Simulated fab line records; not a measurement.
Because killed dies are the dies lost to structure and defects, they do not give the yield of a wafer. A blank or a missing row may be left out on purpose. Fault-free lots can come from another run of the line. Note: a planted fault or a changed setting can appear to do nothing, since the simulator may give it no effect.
Chamber matching -- flow sfq-line -- rie-diel-04 running SFQ_TRILAYER_I0_VIA_ETCH_VIA_ETCH_034: 4 sister chambers
The step etches SiO2 in CHF3, stops on Nb, target depth 260 nm. 14 wafers are shown with their chamber, then 7 later ones without.

WAFERS WITH THEIR CHAMBER
wafer,chamber,drypump-motor-current-A (A),oes-product-au (a.u.),bias-w (W)
L160.2,1,6.0,0.860,79.71
L160.3,3,5.6,0.850,79.52
L160.6,3,5.6,0.856,79.82
L172.3,3,5.6,0.855,79.71
L172.4,2,6.1,0.858,79.86
L172.6,2,6.1,0.852,79.98
L173.1,0,5.1,0.854,79.91
L173.2,1,6.0,0.851,79.83
L173.3,3,5.6,0.857,80.27
L175.1,0,5.1,0.851,79.74
L175.2,2,6.1,0.865,79.84
L175.5,0,5.1,0.853,80.07
L176.1,2,6.0,0.854,80.07
L176.5,3,5.6,0.854,79.84

SIGNATURES, as means of the wafers listed above
reading,chamber 0,chamber 1,chamber 2,chamber 3,scatter within a chamber
drypump-motor-current-A,5.100,6.000,6.075,5.600,0.0274
oes-product-au,0.85267,0.85550,0.85725,0.85440,0.00416
bias-w,79.9067,79.7700,79.9375,79.8320,0.2
Rule: for each reading, subtract the chamber's mean from the wafer's reading, divide by that reading's scatter and square the result; add these up over the readings and take the root, which gives the wafer's distance from the chamber. The wafer belongs to the nearest chamber; if the next one is less than 2 further off, it can't be placed. The scatter: the root of (the sum of the squares of (reading less its chamber's mean) over the shown wafers, divided by (wafers less chambers)).

WAFERS WHOSE CHAMBER IS MISSING
wafer,drypump-motor-current-A (A),oes-product-au (a.u.),bias-w (W)
L176.6,5.1,0.853,79.71
L179.3,5.1,0.857,80.00
L179.4,6.0,0.853,79.91
L179.5,6.1,0.848,80.16
L181.1,6.0,0.857,79.99
L181.3,6.1,0.850,80.45
L181.5,6.0,0.847,79.54

WHICH CHAMBER EACH ONE RAN IN
wafer,from the rows above,in truth
L176.6,0,0
L179.3,0,0
L179.4,1,1
L179.5,can't be placed: 2 or 1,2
L181.1,can't be placed: 1 or 2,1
L181.3,can't be placed: 2 or 1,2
L181.5,can't be placed: 1 or 2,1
Correct placement for 3 of the 7. Can't be placed from these rows: 4 (the true chamber is among the candidates in 4). 0 placed wrongly.
